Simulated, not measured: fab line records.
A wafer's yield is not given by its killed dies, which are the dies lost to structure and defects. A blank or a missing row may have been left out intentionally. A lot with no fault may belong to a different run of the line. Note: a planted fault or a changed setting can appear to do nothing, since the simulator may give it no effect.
Problem report in the 8D (eight disciplines) form, filled by code	flow sky130	the parts of the form that need people (team, actions taken, sign-off) are left out

1. PROBLEM STATEMENT
Across 6 wafers from 2 lots, RES_XHIGH_TW at SKY_RES_XHIGH_TW_MEAS_09 averages 1534, while fault-free wafers read 1636 with a standard deviation of 15. That is -6.8 standard deviations from the usual mean.
Seen first at day 30 04:00 on filmMetro-02, wafer L463.1. Wafers with a number at this step in the record: 42, from 14 lots. The rule behind "out" and "out of limits": a value lying over 4 standard deviations away from the usual mean. The other wafers with a number count as sound.

2. WHAT IT IS; WHAT IT IS NOT
question	is	is not
which readings at this step	RES_XHIGH_TW	-
which lots	L463, L466	L455, L456, L457, L458, L468, L470, L472, L474, L475, L476, L477, L478
which wafers of those lots	all that have a number	-
read on which gauges	filmMetro-01, filmMetro-02	filmMetro-03
when	from day 30 04:00	up to then (12 sound wafers); but 24 sound wafers of L468, L470, L472, L474, L475, L476, L477, L478 came after

3. THE SUSPECTS, EACH WITH WHAT RULES IT OUT
Counting: a tool at any process step up to the reading remains a suspect when it ran all the lots that are out and ran no sound lot after the first of those.
- the gauge at SKY_RES_XHIGH_TW_MEAS_09 is ruled out. The wafers that are out were read on 2 gauges (filmMetro-01, filmMetro-02).
- implanter-02 at SKY_RES_XHIGH_IMPLANT_07: ruled out as a lasting fault. The sound lots L474, L475 went through it after L463, its earliest lot that is out (day 30 03:45).
Left after counting: nothing in the record.

4. THE CAUSE (what the simulator had put in)
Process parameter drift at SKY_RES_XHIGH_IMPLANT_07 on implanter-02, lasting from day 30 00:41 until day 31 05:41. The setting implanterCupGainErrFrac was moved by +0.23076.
It was ruled out by counting, in error; the rule expects a fault to strike all lots run on its tool from its start on, and this fault did not.

5. THE CHAIN OF EFFECTS, in route order
Each row: a reading where the mean over the struck wafers with a number is more than 3 standard deviations away from the usual. Scope: only readings with a usual standard deviation given in the record; hours: median across lots of the time from each lot's start at the first step in this table that gives one to its start at this step; sigmas: change in usual standard deviations.
hours	step	reading	usual	on struck wafers	change	sigmas
0	SKY_RES_XHIGH_IMPLANT_07	beamOnS	41.5 s	31.4	-10.1	-4.4
0	SKY_RES_XHIGH_IMPLANT_07	faradayCurrentUA	491	646	+155	+5.5
0	SKY_RES_XHIGH_TW_MEAS_09	RES_XHIGH_TW	1636	1534	-102	-6.8
28	SKY_SD_N_RS_MEAS_18	RES_XHIGH_RS	333.1 ohm/sq	391.9	+58.8	+53
It contains these process steps:
- SKY_RES_XHIGH_IMPLANT_07

6. WHAT WOULD HAVE CAUGHT IT SOONER
In this record the first reading out of limits at a measuring or inspecting step was taken at day 30 04:00, 3 hours after the fault began at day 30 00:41.
Tool's own readings at SKY_RES_XHIGH_IMPLANT_07, beamOnS, faradayCurrentUA: out on all struck wafers the step has rows for; an alarm limit on them would have tripped on the first.
